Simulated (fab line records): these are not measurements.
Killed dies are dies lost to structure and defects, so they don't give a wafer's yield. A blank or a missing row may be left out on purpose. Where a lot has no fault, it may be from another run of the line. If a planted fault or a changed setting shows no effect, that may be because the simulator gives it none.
fab line records	flow sky130
record lots=13	wafers=39	last_day=50
route steps=708 shown CAP2M@604 VIA4@642 PASSIVATION@684 PAD_OPEN@696
lots untouched by any fault: they come from a run of this same line in which no faults occurred
start_h: the number of hours between the record's first day and the start of the first shown wafer of the lot	wait_h: hours elapsed since this lot's preceding step	" same as the row above	L1.1+2: one row covering several wafers at once	- value missing, or start not given	* or withheld: withheld	< > ~ a bound
route shown NAME@n: NAME is a module with steps in the file, n the number in the route of the first one	usual: mean/standard deviation of fault-free wafers	same: alike in all rows	chamber/n: place in a boat	sites: the reading at each site	_std_site: how widely they spread, as a standard deviation	_edge_site: the outer-site mean with the inner-site mean subtracted	radius_mm: how far each site lies from the wafer's centre	mask NAME#n: copy n	behind: the last tool/chamber to shape the wafer	hold: what put the lot on hold/how long, in hours/how the hold closed	device: transistor that didn't switch, given as n, p or np	end of line: the route-end tests of the same wafers	for a step that has no rows: nothing shown but its recipe	killed: dies lost to structure and defects at the first sort, not the wafer's yield	map: per-die view of a wafer (x killed, . not killed, _ where there is no die)
set.NAME: the setting that was run; set.NAME@STEP: the one run at that earlier step	model.NAME: the simulator's own value behind a step, which no gauge read
route steps across a sampled set of lots; one table per step, one row per wafer
## steps
# step SKY_CAP2M_THK_MEAS_01
# recipe reads=SiO2_of_CAP2M_CVD_00
# usual CAP2M_CVD_00_THK=15.56/0.2
lot.wafer	tool	chamber	start_h	wait_h	CAP2M_CVD_00_THK[nm]
L536.1	film_metro-01	-	932.68	-	15.40
L536.3	"	-	"	"	15.55
L536.5	"	-	"	"	15.48
L537.2	film_metro-01	-	935.38	-	15.66
L537.3	"	-	"	"	15.49
L537.5	"	-	"	"	15.57
L539.1	film_metro-01	-	954.18	-	15.52
L539.5	"	-	"	"	15.58
L539.6	"	-	"	"	15.95
L543.2	film_metro-01	-	1000.86	-	15.46
L543.4	"	-	"	"	15.65
L543.5	"	-	"	"	15.62
L546.3	film_metro-03	-	1003.15	-	15.41
L546.5	"	-	"	"	15.32
L546.6	"	-	"	"	15.62
L548.1	film_metro-01	-	1015.97	-	15.30
L548.3	"	-	"	"	15.68
L548.6	"	-	"	"	15.72
L550.4	film_metro-03	-	1027.67	-	15.51
L550.5	"	-	"	"	15.45
L550.6	"	-	"	"	15.68
L551.2	film_metro-01	-	1036.75	-	15.67
L551.4	"	-	"	"	15.93
L551.5	"	-	"	"	15.84
L552.1	film_metro-03	-	1041.19	-	15.45
L552.2	"	-	"	"	15.54
L552.5	"	-	"	"	15.79
L553.4	film_metro-01	-	1045.52	-	15.63
L553.5	"	-	"	"	15.79
L553.6	"	-	"	"	16.04
L556.2	film_metro-01	-	1067.78	-	15.85
L556.3	"	-	"	"	15.64
L556.4	"	-	"	"	15.75
L557.1	film_metro-01	-	1071.39	-	15.40
L557.4	"	-	"	"	15.52
L557.6	"	-	"	"	15.34
L558.2	film_metro-03	-	1078.10	-	15.44
L558.3	"	-	"	"	15.28
L558.6	"	-	"	"	15.68
# step SKY_VIA4_BOW_MEAS_03
# recipe mode=bow
# usual VIA4_BOW=82/7
lot.wafer	tool	chamber	start_h	wait_h	VIA4_BOW[um]
L536.1	film_metro-02	-	982.66	0.1	77
L536.3	"	-	"	"	102
L536.5	"	-	"	"	79
L537.2	film_metro-04	-	985.24	0.2	81
L537.3	"	-	"	"	86
L537.5	"	-	"	"	81
L539.1	film_metro-04	-	1004.76	0.1	70
L539.5	"	-	"	"	77
L539.6	"	-	"	"	68
L543.2	film_metro-04	-	1048.85	0.1	83
L543.4	"	-	"	"	73
L543.5	"	-	"	"	81
L546.3	film_metro-04	-	1051.65	0.1	79
L546.5	"	-	"	"	101
L546.6	"	-	"	"	72
L548.1	film_metro-04	-	1062.31	0.1	92
L548.3	"	-	"	"	80
L548.6	"	-	"	"	87
L550.4	film_metro-01	-	1073.87	0.2	98
L550.5	"	-	"	"	89
L550.6	"	-	"	"	70
L551.2	film_metro-02	-	1082.18	0.1	77
L551.4	"	-	"	"	72
L551.5	"	-	"	"	82
L552.1	film_metro-04	-	1085.66	0.2	75
L552.2	"	-	"	"	89
L552.5	"	-	"	"	89
L553.4	film_metro-04	-	1090.37	0.3	78
L553.5	"	-	"	"	81
L553.6	"	-	"	"	83
L556.2	film_metro-01	-	1111.32	0.2	90
L556.3	"	-	"	"	85
L556.4	"	-	"	"	88
L557.1	film_metro-01	-	1114.90	0.1	81
L557.4	"	-	"	"	81
L557.6	"	-	"	"	85
L558.2	film_metro-04	-	1120.60	0.2	93
L558.3	"	-	"	"	75
L558.6	"	-	"	"	80
# step SKY_PASSIVATION_THK_MEAS_03
# recipe reads=Si3N4_of_PASSIVATION_CVD_02
# usual PASSIVATION_CVD_02_THK=540/6.6
lot.wafer	tool	chamber	start_h	wait_h	PASSIVATION_CVD_02_THK[nm]
L536.1	film_metro-02	-	1031.19	-	542
L536.3	"	-	"	"	540
L536.5	"	-	"	"	543
L537.2	film_metro-01	-	1034.35	-	534
L537.3	"	-	"	"	537
L537.5	"	-	"	"	547
L539.1	film_metro-02	-	1052.84	-	529
L539.5	"	-	"	"	538
L539.6	"	-	"	"	538
L543.2	film_metro-02	-	1094.09	-	538
L543.4	"	-	"	"	546
L543.5	"	-	"	"	548
L546.3	film_metro-01	-	1097.00	-	533
L546.5	"	-	"	"	545
L546.6	"	-	"	"	539
L548.1	film_metro-01	-	1106.74	-	539
L548.3	"	-	"	"	548
L548.6	"	-	"	"	545
L550.4	film_metro-02	-	1117.30	-	546
L550.5	"	-	"	"	546
L550.6	"	-	"	"	546
L551.2	film_metro-01	-	1125.67	-	540
L551.4	"	-	"	"	547
L551.5	"	-	"	"	552
L552.1	film_metro-03	-	1128.66	-	534
L552.2	"	-	"	"	530
L552.5	"	-	"	"	542
L553.4	film_metro-01	-	1132.75	-	537
L553.5	"	-	"	"	540
L553.6	"	-	"	"	542
L556.2	film_metro-01	-	1152.35	-	528
L556.3	"	-	"	"	536
L556.4	"	-	"	"	542
L557.1	film_metro-01	-	1155.58	-	530
L557.4	"	-	"	"	538
L557.6	"	-	"	"	544
L558.2	film_metro-02	-	1161.66	-	525
L558.3	"	-	"	"	527
L558.6	"	-	"	"	540
# step SKY_PAD_OPEN_COAT_02
# recipe spin_rpm=2000	resist_thk_nm=3000
# usual spin_speed_rpm=2000.0/1.6
lot.wafer	tool	chamber	start_h	wait_h	spin_speed_rpm
L536.1	litho_track-03	0	1063.75	0.1	1998.0
L536.3	"	0	"	"	2001.4
L536.5	"	0	"	"	1999.3
L537.2	litho_track-04	0	1067.12	0.1	1999.1
L537.3	"	0	"	"	1999.6
L537.5	"	0	"	"	2000.0
L539.1	litho_track-04	0	1084.34	0.1	1998.6
L539.5	"	0	"	"	1998.5
L539.6	"	0	"	"	1999.8
L543.2	litho_track-03	0	1123.13	0.1	2001.4
L543.4	"	0	"	"	2002.2
L543.5	"	0	"	"	1998.2
L546.3	litho_track-04	0	1126.34	0.1	2066.1
L546.5	"	0	"	"	2066.4
L546.6	"	0	"	"	2064.8
L548.1	litho_track-04	0	1136.44	0.1	2067.7
L548.3	"	0	"	"	2067.6
L548.6	"	0	"	"	2069.2
L550.4	litho_track-01	0	1145.82	0.1	2000.2
L550.5	"	0	"	"	2000.4
L550.6	"	0	"	"	1999.0
L551.2	litho_track-01	0	1153.42	0.1	1999.9
L551.4	"	0	"	"	1997.7
L551.5	"	0	"	"	1999.9
L552.1	litho_track-03	0	1157.00	0.1	1999.5
L552.2	"	0	"	"	2001.5
L552.5	"	0	"	"	2000.2
L553.4	litho_track-03	0	1160.28	0.1	2004.8
L553.5	"	0	"	"	2000.7
L553.6	"	0	"	"	2003.8
L556.2	litho_track-01	0	1177.22	0.1	1997.6
L556.3	"	0	"	"	1998.7
L556.4	"	0	"	"	2000.1
L557.1	litho_track-01	0	1181.00	0.1	2001.7
L557.4	"	0	"	"	2001.3
L557.6	"	0	"	"	2002.8
L558.2	litho_track-03	0	1185.93	0.1	2000.0
L558.3	"	0	"	"	2001.0
L558.6	"	0	"	"	2001.8
# step SKY_PAD_OPEN_PROBE_99
# usual defect_limited_yield=82.2/1.8	killed_at_M0_to_M3=44/7.1	killed_at_M4_up=3.1/1.9	killed_at_contacts=25/5.8	killed_at_front_end=16/4.5	killed_at_other=0.3/0.52	killed_dies=88/9.1	killed_open=48/6.8	killed_short=39/5.8	sort_bin_3_pad_short=0.9/0.4	sort_bin_5_function=10.6/1.4	sort_bin_6_memory=6.3/1.1	sort_n_pass=404/9.1	sort_yield_pct=82.2/1.8
# same gross_dies=492	killed_at_back_side=0	sort_bin_4_leakage[%]=0	sort_bin_8_speed[%]=0
lot.wafer	tool	chamber	start_h	wait_h	defect_limited_yield[%]	killed_at_M0_to_M3	killed_at_M4_up	killed_at_contacts	killed_at_front_end	killed_at_other	killed_dies	killed_open	killed_short	sort_bin_3_pad_short[%]	sort_bin_5_function[%]	sort_bin_6_memory[%]	sort_n_pass	sort_yield_pct[%]
L536.1	prober-01	-	1077.41	0.1	83.9	39	5	20	15	0	79	40	37	1.0	9.3	5.7	413	83.9
L536.3	prober-01	-	1077.51	0.2	84.1	47	0	17	14	0	78	43	35	0.8	7.9	7.1	414	84.1
L536.5	prober-01	-	1077.61	0.2	84.8	39	2	17	17	0	75	43	31	0.6	9.8	4.9	417	84.8
L537.2	prober-02	-	1080.11	0.1	80.3	40	3	31	23	0	97	60	36	1.4	10.6	7.7	395	80.3
L537.3	prober-02	-	1080.16	0.2	82.9	44	6	20	13	1	84	51	33	1.0	9.3	6.7	408	82.9
L537.5	prober-02	-	1080.26	0.2	82.3	44	3	21	19	0	87	45	42	1.6	7.9	8.1	405	82.3
L539.1	prober-02	-	1097.47	0.1	81.3	54	2	19	16	1	92	50	42	0.6	11.8	6.3	400	81.3
L539.5	prober-02	-	1097.67	0.2	79.3	45	9	32	16	0	102	51	51	1.0	12.6	7.1	390	79.3
L539.6	prober-02	-	1097.72	0.2	81.9	38	2	21	28	0	89	44	44	1.0	11.4	5.7	403	81.9
L543.2	prober-02	-	1135.57	0.1	82.1	38	6	24	19	1	88	51	36	0.6	12.4	4.9	404	82.1
L543.4	prober-02	-	1135.67	0.2	77.8	50	4	37	17	1	109	66	42	1.4	12.8	7.9	383	77.8
L543.5	prober-02	-	1135.72	0.2	81.1	48	5	28	11	1	93	48	44	0.6	12.2	6.1	399	81.1
L546.3	prober-01	-	1139.40	0.2	81.7	47	0	25	18	0	90	50	40	0.4	11.6	6.3	402	81.7
L546.5	prober-01	-	1139.50	0.2	84.6	40	1	20	15	0	76	41	35	0.8	10.4	4.3	416	84.6
L546.6	prober-01	-	1139.55	0.2	84.1	37	2	27	12	0	78	47	31	0.8	10.6	4.5	414	84.1
L548.1	prober-01	-	1147.96	0.1	81.3	46	5	22	19	0	92	44	48	1.4	10.6	6.7	400	81.3
L548.3	prober-01	-	1148.06	0.2	80.7	39	2	33	21	0	95	43	52	1.0	12.2	6.1	397	80.7
L548.6	prober-01	-	1148.21	0.2	86.0	33	2	21	13	0	69	38	31	0.8	9.3	3.9	423	86.0
L550.4	prober-02	-	1157.81	0.2	82.1	37	2	36	12	1	88	48	39	0.6	11.4	5.9	404	82.1
L550.5	prober-02	-	1157.86	0.2	84.6	39	3	22	12	0	76	43	33	0.6	10.2	4.7	416	84.6
L550.6	prober-02	-	1157.91	0.2	81.7	51	2	17	20	0	90	43	47	1.0	10.8	6.5	402	81.7
L551.2	prober-02	-	1165.40	0.1	83.3	39	5	26	12	0	82	49	33	0.6	9.3	6.7	410	83.3
L551.4	prober-02	-	1165.50	0.2	82.9	35	2	28	18	1	84	43	40	0.6	11.0	5.5	408	82.9
L551.5	prober-02	-	1165.55	0.2	80.9	41	5	26	22	0	94	52	39	1.8	11.0	6.3	398	80.9
L552.1	prober-01	-	1168.23	0.1	82.1	38	2	26	22	0	88	49	39	1.2	10.4	6.3	404	82.1
L552.2	prober-01	-	1168.28	0.1	82.5	42	1	31	11	1	86	52	33	0.8	10.0	6.7	406	82.5
L552.5	prober-01	-	1168.43	0.2	83.9	43	5	18	12	1	79	35	43	1.8	8.5	5.7	413	83.9
L553.4	prober-02	-	1171.46	0.2	81.9	54	1	17	17	0	89	48	41	0.4	11.2	6.5	403	81.9
L553.5	prober-02	-	1171.51	0.2	82.7	46	4	12	23	0	85	45	40	0.8	10.0	6.5	407	82.7
L553.6	prober-02	-	1171.56	0.2	85.2	34	4	21	14	0	73	37	36	1.6	8.7	4.5	419	85.2
L556.2	prober-01	-	1188.01	0.1	83.9	36	1	26	16	0	79	43	36	1.6	8.1	6.3	413	83.9
L556.3	prober-01	-	1188.06	0.2	80.7	45	2	25	23	0	95	51	44	1.6	11.4	6.3	397	80.7
L556.4	prober-01	-	1188.11	0.2	80.3	48	3	27	19	0	97	48	49	0.8	12.8	6.1	395	80.3
L557.1	prober-02	-	1191.61	0.1	80.3	50	2	26	19	0	97	57	40	0.6	12.2	6.9	395	80.3
L557.4	prober-02	-	1191.76	0.2	80.3	50	10	23	14	0	97	54	42	1.6	10.4	7.7	395	80.3
L557.6	prober-02	-	1191.86	0.2	80.5	45	1	38	12	0	96	58	38	0.2	12.4	6.9	396	80.5
L558.2	prober-01	-	1196.07	0.1	82.3	45	1	27	14	0	87	54	33	0.2	10.6	6.9	405	82.3
L558.3	prober-01	-	1196.12	0.2	81.7	48	3	21	18	0	90	41	49	0.6	12.2	5.5	402	81.7
L558.6	prober-01	-	1196.27	0.2	80.5	50	5	23	18	0	96	54	42	1.2	10.8	7.5	396	80.5
# killed by level:class
L536.1 LI_CONTACT:geometric_particle:open=7 VIA2:geometric_particle:open=7 METAL2:geometric_particle:short=7 FIELD_ISO:geometric_particle:short=6 CONTACT:geometric_particle:open=6 VIA3:geometric_particle:open=6 VIA1:geometric_particle:short=4 SPACER:geometric_particle:open=3
L536.3 CONTACT:geometric_particle:open=9 VIA1:geometric_particle:open=8 VIA2:geometric_particle:open=8 METAL1:geometric_particle:short=7 VIA3:geometric_particle:open=7 FIELD_ISO:geometric_particle:open=5 FIELD_ISO:geometric_particle:short=5 METAL2:geometric_particle:short=5
L536.5 FIELD_ISO:geometric_particle:open=8 METAL2:geometric_particle:short=8 VIA1:geometric_particle:open=7 CONTACT:geometric_particle:open=7 VIA3:geometric_particle:open=6 VIA2:geometric_particle:open=5 LI_CONTACT:geometric_particle:open=4 METAL1:geometric_particle:short=4
L537.2 CONTACT:geometric_particle:open=16 VIA1:geometric_particle:open=11 VIA3:geometric_particle:open=8 LI_CONTACT:geometric_particle:open=7 FIELD_ISO:geometric_particle:open=6 FIELD_ISO:geometric_particle:short=6 LOCAL_INTERCONNECT:geometric_particle:short=6 METAL1:geometric_particle:short=5
L537.3 VIA1:geometric_particle:open=14 VIA3:geometric_particle:open=9 CONTACT:geometric_particle:open=8 METAL1:geometric_particle:short=6 LI_CONTACT:geometric_particle:open=5 METAL4:geometric_particle:short=5 FIELD_ISO:geometric_particle:open=4 METAL2:geometric_particle:short=4
L537.5 VIA3:geometric_particle:open=12 VIA1:geometric_particle:open=8 POLY_GATE:geometric_particle:short=7 CONTACT:geometric_particle:open=6 METAL2:geometric_particle:short=6 FIELD_ISO:geometric_particle:open=4 LI_CONTACT:geometric_particle:short=4 CONTACT:geometric_particle:short=4
L539.1 VIA1:geometric_particle:open=16 VIA1:geometric_particle:short=8 VIA2:geometric_particle:open=8 METAL1:geometric_particle:short=7 VIA3:geometric_particle:open=7 FIELD_ISO:geometric_particle:short=6 CONTACT:geometric_particle:open=6 LI_CONTACT:geometric_particle:open=5
L539.5 LI_CONTACT:geometric_particle:open=10 CONTACT:geometric_particle:open=9 LOCAL_INTERCONNECT:geometric_particle:short=7 VIA1:geometric_particle:short=7 VIA1:geometric_particle:open=6 FIELD_ISO:geometric_particle:short=5 VIA2:geometric_particle:short=5 METAL1:geometric_particle:short=5
L539.6 FIELD_ISO:geometric_particle:short=11 FIELD_ISO:geometric_particle:open=8 METAL1:geometric_particle:short=8 LI_CONTACT:geometric_particle:open=7 VIA1:geometric_particle:open=7 VIA2:geometric_particle:open=6 LI_CONTACT:geometric_particle:short=5 METAL2:geometric_particle:open=5
L543.2 LI_CONTACT:geometric_particle:open=8 CONTACT:geometric_particle:open=8 VIA1:geometric_particle:open=8 VIA3:geometric_particle:open=6 CONTACT:geometric_particle:short=5 METAL2:geometric_particle:open=5 FIELD_ISO:geometric_particle:short=4 FIELD_ISO:geometric_particle:open=4
L543.4 VIA1:geometric_particle:open=14 CONTACT:geometric_particle:open=12 LI_CONTACT:geometric_particle:open=10 VIA3:geometric_particle:open=9 METAL1:geometric_particle:short=7 POLY_GATE:geometric_particle:open=6 CONTACT:geometric_particle:short=5 METAL2:geometric_particle:short=5
L543.5 VIA1:geometric_particle:open=15 LOCAL_INTERCONNECT:geometric_particle:short=9 VIA3:geometric_particle:open=8 CONTACT:geometric_particle:open=7 METAL1:geometric_particle:short=6 FIELD_ISO:geometric_particle:short=4 CONTACT:geometric_particle:short=4 VIA1:geometric_particle:short=4
L546.3 LI_CONTACT:geometric_particle:open=10 VIA1:geometric_particle:open=10 VIA2:geometric_particle:open=8 METAL2:geometric_particle:short=8 CONTACT:geometric_particle:open=8 FIELD_ISO:geometric_particle:short=6 CONTACT:geometric_particle:short=5 VIA1:geometric_particle:short=5
L546.5 VIA3:geometric_particle:open=9 METAL2:geometric_particle:short=7 POLY_GATE:geometric_particle:short=6 CONTACT:geometric_particle:open=6 VIA1:geometric_particle:open=6 LI_CONTACT:geometric_particle:open=5 METAL1:geometric_particle:short=4 CONTACT:geometric_particle:short=4
L546.6 VIA1:geometric_particle:open=9 LOCAL_INTERCONNECT:geometric_particle:short=8 CONTACT:geometric_particle:open=8 VIA3:geometric_particle:open=8 LI_CONTACT:geometric_particle:open=6 POLY_GATE:geometric_particle:open=5 VIA2:geometric_particle:open=5 CONTACT:geometric_particle:short=4
L548.1 METAL2:geometric_particle:short=9 LI_CONTACT:geometric_particle:open=8 VIA1:geometric_particle:short=8 VIA1:geometric_particle:open=8 FIELD_ISO:geometric_particle:open=6 CONTACT:geometric_particle:open=6 LI_CONTACT:geometric_particle:short=5 VIA2:geometric_particle:open=5
L548.3 LOCAL_INTERCONNECT:geometric_particle:short=10 CONTACT:geometric_particle:open=10 VIA1:geometric_particle:open=8 METAL2:geometric_particle:short=7 VIA3:geometric_particle:open=6 FIELD_ISO:geometric_particle:open=5 FIELD_ISO:geometric_particle:short=5 CONTACT:geometric_particle:short=5
L548.6 VIA3:geometric_particle:open=7 VIA1:geometric_particle:open=6 CONTACT:geometric_particle:short=5 CONTACT:geometric_particle:open=5 METAL1:geometric_particle:short=5 LI_CONTACT:geometric_particle:short=4 POLY_GATE:geometric_particle:open=3 LI_CONTACT:geometric_particle:open=3
L550.4 VIA1:geometric_particle:open=14 CONTACT:geometric_particle:open=13 CONTACT:geometric_particle:short=9 LI_CONTACT:geometric_particle:open=6 LOCAL_INTERCONNECT:geometric_particle:short=5 VIA1:geometric_particle:short=5 FIELD_ISO:geometric_particle:short=4 VIA3:geometric_particle:short=4
L550.5 VIA1:geometric_particle:open=14 CONTACT:geometric_particle:open=7 LI_CONTACT:geometric_particle:open=6 VIA3:geometric_particle:open=6 METAL2:geometric_particle:short=4 CONTACT:geometric_particle:short=4 LOCAL_INTERCONNECT:geometric_particle:short=4 VIA2:geometric_particle:open=4
L550.6 VIA1:geometric_particle:open=13 METAL2:geometric_particle:short=10 POLY_GATE:geometric_particle:short=6 VIA1:geometric_particle:short=6 VIA3:geometric_particle:open=6 CONTACT:geometric_particle:open=5 LOCAL_INTERCONNECT:geometric_particle:short=4 FIELD_ISO:geometric_particle:short=3
L551.2 VIA1:geometric_particle:open=13 LI_CONTACT:geometric_particle:open=9 CONTACT:geometric_particle:open=7 CONTACT:geometric_particle:short=5 VIA2:geometric_particle:open=5 VIA3:geometric_particle:open=5 METAL4:geometric_particle:short=4 POLY_GATE:geometric_particle:open=3
L551.4 VIA1:geometric_particle:open=8 LI_CONTACT:geometric_particle:open=7 VIA3:geometric_particle:open=7 CONTACT:geometric_particle:short=7 POLY_GATE:geometric_particle:open=6 FIELD_ISO:geometric_particle:short=5 CONTACT:geometric_particle:open=5 LI_CONTACT:geometric_particle:short=4
L551.5 VIA1:geometric_particle:open=10 CONTACT:geometric_particle:open=8 FIELD_ISO:geometric_particle:short=7 FIELD_ISO:geometric_particle:open=6 LI_CONTACT:geometric_particle:open=6 CONTACT:geometric_particle:short=6 VIA2:geometric_particle:open=6 VIA3:geometric_particle:open=6
L552.1 VIA1:geometric_particle:open=10 LOCAL_INTERCONNECT:geometric_particle:short=8 CONTACT:geometric_particle:open=8 FIELD_ISO:geometric_particle:short=7 LI_CONTACT:geometric_particle:open=7 VIA2:geometric_particle:open=6 VIA1:geometric_particle:short=5 POLY_GATE:geometric_particle:open=4
L552.2 VIA1:geometric_particle:open=11 CONTACT:geometric_particle:open=10 VIA2:geometric_particle:open=8 LI_CONTACT:geometric_particle:open=8 CONTACT:geometric_particle:short=5 VIA2:geometric_particle:short=5 METAL3:geometric_particle:short=5 LOCAL_INTERCONNECT:geometric_particle:short=4
L552.5 METAL1:geometric_particle:short=9 VIA1:geometric_particle:open=6 LOCAL_INTERCONNECT:geometric_particle:short=5 VIA3:geometric_particle:open=5 FIELD_ISO:geometric_particle:open=4 FIELD_ISO:geometric_particle:short=4 CONTACT:geometric_particle:short=4 VIA2:geometric_particle:open=4
L553.4 VIA1:geometric_particle:open=16 METAL2:geometric_particle:short=10 VIA3:geometric_particle:short=6 LI_CONTACT:geometric_particle:open=6 VIA1:geometric_particle:short=6 FIELD_ISO:geometric_particle:open=5 FIELD_ISO:geometric_particle:short=5 CONTACT:geometric_particle:open=4
L553.5 VIA1:geometric_particle:open=17 METAL2:geometric_particle:short=7 POLY_GATE:geometric_particle:short=6 VIA1:geometric_particle:short=6 SPACER:geometric_particle:open=4 VIA2:geometric_particle:open=4 VIA3:geometric_particle:open=4 FIELD_ISO:geometric_particle:open=3
L553.6 VIA1:geometric_particle:open=9 CONTACT:geometric_particle:open=7 POLY_GATE:geometric_particle:short=5 LI_CONTACT:geometric_particle:open=5 METAL1:geometric_particle:short=5 VIA1:geometric_particle:short=5 FIELD_ISO:geometric_particle:short=4 CONTACT:geometric_particle:short=4
L556.2 CONTACT:geometric_particle:open=11 POLY_GATE:geometric_particle:short=8 LI_CONTACT:geometric_particle:open=7 VIA1:geometric_particle:open=7 METAL2:geometric_particle:short=5 POLY_GATE:geometric_particle:open=4 VIA1:geometric_particle:short=4 VIA3:geometric_particle:open=4
L556.3 VIA1:geometric_particle:open=11 METAL2:geometric_particle:short=9 LI_CONTACT:geometric_particle:open=9 CONTACT:geometric_particle:open=9 POLY_GATE:geometric_particle:short=7 FIELD_ISO:geometric_particle:open=5 METAL1:geometric_particle:short=5 CONTACT:geometric_particle:short=4
L556.4 VIA1:geometric_particle:open=9 VIA2:geometric_particle:open=8 POLY_GATE:geometric_particle:short=7 LI_CONTACT:geometric_particle:open=7 CONTACT:geometric_particle:open=7 LI_CONTACT:geometric_particle:short=5 LOCAL_INTERCONNECT:geometric_particle:short=5 METAL2:geometric_particle:short=5
L557.1 VIA3:geometric_particle:open=11 CONTACT:geometric_particle:open=10 VIA1:geometric_particle:open=10 METAL1:geometric_particle:short=6 VIA1:geometric_particle:short=6 FIELD_ISO:geometric_particle:open=5 POLY_GATE:geometric_particle:short=5 CONTACT:geometric_particle:short=5
L557.4 VIA2:geometric_particle:open=10 LI_CONTACT:geometric_particle:open=9 VIA1:geometric_particle:open=9 METAL4:geometric_particle:short=8 METAL1:geometric_particle:short=7 METAL2:geometric_particle:short=6 VIA3:geometric_particle:open=6 POLY_GATE:geometric_particle:open=5
L557.6 CONTACT:geometric_particle:open=16 VIA1:geometric_particle:open=15 CONTACT:geometric_particle:short=8 LI_CONTACT:geometric_particle:open=6 METAL1:geometric_particle:short=6 VIA2:geometric_particle:open=5 POLY_GATE:geometric_particle:open=4 LOCAL_INTERCONNECT:geometric_particle:short=4
L558.2 VIA1:geometric_particle:open=13 CONTACT:geometric_particle:open=10 VIA3:geometric_particle:open=7 VIA2:geometric_particle:open=7 LOCAL_INTERCONNECT:geometric_particle:short=5 METAL2:geometric_particle:short=5 VIA2:geometric_particle:short=5 LI_CONTACT:geometric_particle:short=4
L558.3 VIA1:geometric_particle:open=11 FIELD_ISO:geometric_particle:short=8 VIA2:geometric_particle:open=8 CONTACT:geometric_particle:open=7 METAL1:geometric_particle:short=7 METAL2:geometric_particle:short=6 LOCAL_INTERCONNECT:geometric_particle:short=5 CONTACT:geometric_particle:short=4
L558.6 VIA1:geometric_particle:open=16 CONTACT:geometric_particle:open=8 LI_CONTACT:geometric_particle:open=7 METAL3:geometric_particle:short=7 FIELD_ISO:geometric_particle:open=6 FIELD_ISO:geometric_particle:short=5 METAL1:geometric_particle:short=5 VIA3:geometric_particle:open=5
## key
first_sign step=SKY_PAD_OPEN_COAT_02	reading=spin_speed_rpm	direction=up	sigmas=42	usual=2000.0	struck=2067.0
effect none on later readings
met_at SKY_PAD_OPEN_COAT_02
struck_lots L546,L548
not_acting_at SKY_CAP2M_THK_MEAS_01,SKY_VIA4_BOW_MEAS_03,SKY_PASSIVATION_THK_MEAS_03
onset_between 1084.34 1126.34
fault kind=process_parameter_drift	tool=litho_track-04	chamber=-	onset_h=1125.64	steps=SKY_PAD_OPEN_COAT_02	channel=spin_rpm	offset=67.259	shape=step	end_h=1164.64	acts_in=these_recipes_only	stated=2000
